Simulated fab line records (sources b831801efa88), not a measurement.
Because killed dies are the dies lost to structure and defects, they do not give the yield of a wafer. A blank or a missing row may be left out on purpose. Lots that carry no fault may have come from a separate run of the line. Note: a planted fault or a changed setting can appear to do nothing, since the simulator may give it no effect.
Code-filled problem report in 8D (eight disciplines) form -- flow sky130 -- the parts of the form that need people (team, actions taken, sign-off) are left out

1. THE ISSUE
Wafers without a fault read 19.999, standard deviation 0.0062; beamEnergyKeV at SKY_LDD_N_IMPLANT_09 reads a mean of 18.405 on 6 wafers belonging to 2 lots. That is -99 or more standard deviations from the usual mean.
First seen on wafer L201.2, day 22 03:11, on implanter-02. The record holds 39 wafers of 13 lots with a number at this step. Rule for "out", or "out of limits": more than 4 standard deviations from the usual mean. The other wafers with a number count as sound.

2. WHAT IT IS, AND WHAT IT ISN'T
question,is,is not
which readings at this step,beamEnergyKeV,-
which lots,"L201, L202","L189, L190, L191, L192, L193, L195, L197, L209, L210, L211, L212"
which wafers of those lots,all that have a number,-
read on which tools,implanter-02,"implanter-01, implanter-04"
when,from day 22 03:11,"up to then (21 sound wafers); but 12 sound wafers of L209, L210, L211, L212 came after"

3. THE SUSPECTS, EACH WITH WHAT RULES IT OUT
Counting: a tool stays on the suspect list if, at a process step up to the reading, it processed all lots that are out and no sound lot following the first of them.
- implanter-02 at SKY_LDD_N_IMPLANT_09: ruled out as a lasting fault. The sound lots L211, L212 went through it after L201, its earliest lot that is out (day 22 03:11).
Left after counting: nothing in the record.

4. THE CAUSE (what the simulator had put in)
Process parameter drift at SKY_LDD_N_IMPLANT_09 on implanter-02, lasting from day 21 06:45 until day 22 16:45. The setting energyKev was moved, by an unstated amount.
Counting ruled it out, wrongly.

5. THE CHAIN OF EFFECTS, in route order
Rows list readings where the struck wafers' mean (over those with a number) sits beyond 3 standard deviations from the usual. Only readings whose record carries a usual standard deviation are examined. hours: median over the lots of the time between each lot's start at the first step of this table that gives one and its start at this step. sigmas: the change, counted in usual standard deviations.
hours,step,reading,usual,on struck wafers,change,sigmas
0,SKY_LDD_N_IMPLANT_09,beamEnergyKeV,19.999,18.405,-1.594,-99 or more
Its process steps:
- SKY_LDD_N_IMPLANT_09
At these later measuring or inspecting steps, every struck wafer for which the step has a row has a number for every such reading, and none has moved that far: SKY_LOCAL_INTERCONNECT_OVL_MEAS_12.

6. HOW IT WOULD HAVE BEEN CAUGHT EARLIER
First out-of-limits reading in this record: day 22 03:11, which is 20 hours after fault onset at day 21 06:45.
